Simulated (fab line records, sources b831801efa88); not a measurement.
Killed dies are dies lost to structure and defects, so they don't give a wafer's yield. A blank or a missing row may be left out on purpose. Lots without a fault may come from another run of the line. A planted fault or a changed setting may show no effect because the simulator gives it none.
Which tool did it? | flow sky130 | 9 lots, 27 wafers sampled, at 6 steps of a route of 708

WHAT THE GAUGES READ, wafer by wafer
SKY_METAL2_OVL_MEAS_16. Usual: METAL2_OVL -1 nm, standard deviation 5.4.
lot  | measured     | on         | METAL2_OVL (nm) | flag
L525 | day 34 21:35 | overlay-02 | 0 2 -1          |
L528 | day 35 21:05 | overlay-01 | 0 1 0           |
L530 | day 36 14:02 | overlay-01 | 2 1 0           |
L531 | day 36 23:47 | overlay-02 | -4 5 3          |
L533 | day 38 07:49 | overlay-01 | -10 -2 -3       |
L536 | day 38 19:05 | overlay-02 | -5 -3 -5        |
L543 | day 41 01:20 | overlay-01 | 3 5 0           |
L544 | day 41 01:59 | overlay-02 | -5 -2 -3        |
L545 | day 41 02:35 | overlay-02 | 8 17 7          |

SKY_CAPM_RS_MEAS_03: measures by four-point-probe. Usual: CAPM_TIN_RS 6.95 ohm/sq, standard deviation 0.066.
lot  | measured     | on            | CAPM_TIN_RS (ohm/sq) | flag
L525 | day 36 03:45 | film_metro-04 | 6.80 6.78 6.91       |
L528 | day 37 03:28 | film_metro-01 | 6.95 6.96 6.99       |
L530 | day 37 19:29 | film_metro-02 | 6.95 7.00 7.00       |
L531 | day 38 04:50 | film_metro-01 | 7.01 6.95 6.99       |
L533 | day 39 12:12 | film_metro-01 | 6.89 6.94 6.94       |
L536 | day 40 00:12 | film_metro-01 | 7.04 7.00 7.11       |
L543 | day 42 04:15 | film_metro-04 | 6.86 6.96 6.90       |
L544 | day 42 05:17 | film_metro-04 | 7.43 7.46 7.44       | OFF
L545 | day 42 06:16 | film_metro-02 | 7.68 7.63 7.67       | OFF

SKY_CAPM_THK_MEAS_04: measures by xrf. Usual: CAPM_TIN_THK 198.7 nm, standard deviation 2.1.
lot  | measured     | on            | CAPM_TIN_THK (nm) | flag
L525 | day 36 03:52 | film_metro-04 | 204.0 204.9 201.4 |
L528 | day 37 03:35 | film_metro-01 | 199.1 198.0 197.3 |
L530 | day 37 19:36 | film_metro-02 | 197.3 197.6 197.2 |
L531 | day 38 04:57 | film_metro-01 | 197.6 199.4 198.1 |
L533 | day 39 12:19 | film_metro-01 | 201.1 200.4 200.3 |
L536 | day 40 00:19 | film_metro-01 | 196.2 196.9 194.3 |
L543 | day 42 04:22 | film_metro-04 | 201.2 198.1 199.5 |
L544 | day 42 05:24 | film_metro-04 | 186.1 185.9 185.4 | OFF
L545 | day 42 06:22 | film_metro-02 | 179.7 180.5 180.1 | OFF

WHICH TOOL RAN EACH LOT (tool, then ch and the chambers of the sampled wafers, then the start)
lot  | SKY_METAL2_METAL_ETCH_19          | SKY_VIA2_CVD_21               | SKY_CAPM_SPUTTER_02
L525 | rie_metal-01 ch 0,1, day 34 21:42 | cvd_w-02 ch 0,1, day 36 02:46 | pvd_sputter-01, day 36 03:37
L528 | rie_metal-01 ch 0,1, day 35 21:13 | cvd_w-01 ch 0,1, day 37 02:30 | pvd_sputter-03, day 37 03:21
L530 | rie_metal-02 ch 0,1, day 36 14:10 | cvd_w-01 ch 0,1, day 37 18:32 | pvd_sputter-03, day 37 19:22
L531 | rie_metal-03 ch 0, day 37 00:01   | cvd_w-02 ch 0,1, day 38 03:53 | pvd_sputter-01, day 38 04:43
L533 | rie_metal-01 ch 1, day 38 07:58   | cvd_w-02 ch 0,1, day 39 11:14 | pvd_sputter-01, day 39 12:05
L536 | rie_metal-03 ch 0,1, day 38 19:13 | cvd_w-01 ch 0, day 39 23:14   | pvd_sputter-03, day 40 00:05
L543 | rie_metal-02 ch 1, day 41 01:28   | cvd_w-02 ch 0,1, day 42 03:17 | pvd_sputter-01, day 42 04:07
L544 | rie_metal-03 ch 0,1, day 41 02:07 | cvd_w-01 ch 0,1, day 42 04:20 | pvd_sputter-03, day 42 05:10
L545 | rie_metal-02 ch 0,1, day 41 03:13 | cvd_w-01 ch 0,1, day 42 05:04 | pvd_sputter-03, day 42 06:07
- SKY_METAL2_METAL_ETCH_19: etches the open film in Cl2/BCl3, stops on SiO2, target depth 360 nm, time 78 s.
- SKY_VIA2_CVD_21: deposits W, target thk 420 nm, time 126.4 s.
- SKY_CAPM_SPUTTER_02: material TiN, target thk 200 nm, time 166.7 s.

WHAT THE TOOLS THEMSELVES READ (means of the sampled wafers that have a number; where no wafer has one, the mark that the record gives instead)
SKY_METAL2_METAL_ETCH_19. Usual: drypump_motor_current_A 5.7 A, standard deviation 0.42; oes_product_au 0.855 a.u., standard deviation 0.0058; throttle_valve_pct 22.266 %, standard deviation 0.0089.
lot  | tool         | drypump_motor_current_A (A) | oes_product_au (a.u.) | throttle_valve_pct (%) | flag
L525 | rie_metal-01 | 5.4                         | 0.851                 | 22.261                 |
L528 | rie_metal-01 | 5.4                         | 0.853                 | 22.270                 |
L530 | rie_metal-02 | 6.4                         | 0.855                 | 22.269                 |
L531 | rie_metal-03 | 5.4                         | 0.859                 | 22.264                 |
L533 | rie_metal-01 | 6.0                         | 0.860                 | 22.264                 |
L536 | rie_metal-03 | 5.5                         | 0.857                 | 22.265                 |
L543 | rie_metal-02 | 6.0                         | 0.853                 | 22.256                 |
L544 | rie_metal-03 | 5.5                         | 0.852                 | 22.268                 |
L545 | rie_metal-02 | 6.2                         | 0.851                 | 22.268                 |

SKY_VIA2_CVD_21. Usual: heater_power_outer_w 522 W, standard deviation 20; heater_power_w 830 W, standard deviation 40; susceptor_temp_C 399.99 C, standard deviation 0.23.
lot  | tool     | heater_power_outer_w (W) | heater_power_w (W) | susceptor_temp_C (C) | flag
L525 | cvd_w-02 | 517                      | 821                | 399.91               |
L528 | cvd_w-01 | 536                      | 861                | 400.10               |
L530 | cvd_w-01 | 512                      | 827                | 399.94               |
L531 | cvd_w-02 | 539                      | 822                | 400.29               |
L533 | cvd_w-02 | 520                      | 805                | 399.89               |
L536 | cvd_w-01 | 548                      | 892                | 399.80               |
L543 | cvd_w-02 | 506                      | 804                | 400.01               |
L544 | cvd_w-01 | 532                      | 871                | 400.28               |
L545 | cvd_w-01 | 536                      | 858                | 399.79               |

SKY_CAPM_SPUTTER_02. Usual: cathode_dc_power_W 6500.1 W, standard deviation 1.1; substrate_temp_c 300.02 C, standard deviation 0.2; susceptor_temp_C 300.00 C, standard deviation 0.18; throttle_valve_pct 30.4 %, standard deviation 0.82.
lot  | tool           | cathode_dc_power_W (W) | substrate_temp_c (C) | susceptor_temp_C (C) | throttle_valve_pct (%) | flag
L525 | pvd_sputter-01 | 6500.0                 | 299.93               | 300.16               | 30.7                   |
L528 | pvd_sputter-03 | 6500.6                 | 299.80               | 299.69               | 30.5                   |
L530 | pvd_sputter-03 | 6499.5                 | 300.07               | 300.14               | 30.4                   |
L531 | pvd_sputter-01 | 6501.3                 | 300.11               | 300.01               | 31.5                   |
L533 | pvd_sputter-01 | 6499.1                 | 300.04               | 300.03               | 30.6                   |
L536 | pvd_sputter-03 | 6499.1                 | 300.02               | 300.00               | 30.5                   |
L543 | pvd_sputter-01 | 6500.2                 | 299.84               | 300.09               | 31.0                   |
L544 | pvd_sputter-03 | 6016.1                 | 299.98               | 300.00               | 30.1                   | OFF
L545 | pvd_sputter-03 | 6015.7                 | 299.78               | 299.69               | 30.8                   | OFF

THE ANSWER, worked out from the rows above alone
Rule: a lot is off if the mean of its wafers that have a number lies more than 3 standard deviations from the usual mean. A lot without any number at a reading at which 4 lots or more have one is off too. The other lots that the step has rows for count as sound. The gauges are gone through in route order, then the tools' own readings, and for those a lot's mean is taken as printed above. The first step at which some lot is off is used, and at that step the reading that is off furthest; a lot without a number counts as furthest.
Off: L544, L545, at SKY_CAPM_RS_MEAS_03 (CAPM_TIN_RS).
A tool fits if, at a process step before that reading, it ran every lot that is off, and no sound lot after the first of them. The gauges at SKY_CAPM_RS_MEAS_03 aren't tried: what is off there is off at SKY_CAPM_SPUTTER_02 too, on other tools, and a gauge's error can't cause that. Can't be told from this: 2 tools fit, cvd_w-01 at SKY_VIA2_CVD_21, pvd_sputter-03 at SKY_CAPM_SPUTTER_02.

WHAT THE SIMULATOR HAD PUT IN
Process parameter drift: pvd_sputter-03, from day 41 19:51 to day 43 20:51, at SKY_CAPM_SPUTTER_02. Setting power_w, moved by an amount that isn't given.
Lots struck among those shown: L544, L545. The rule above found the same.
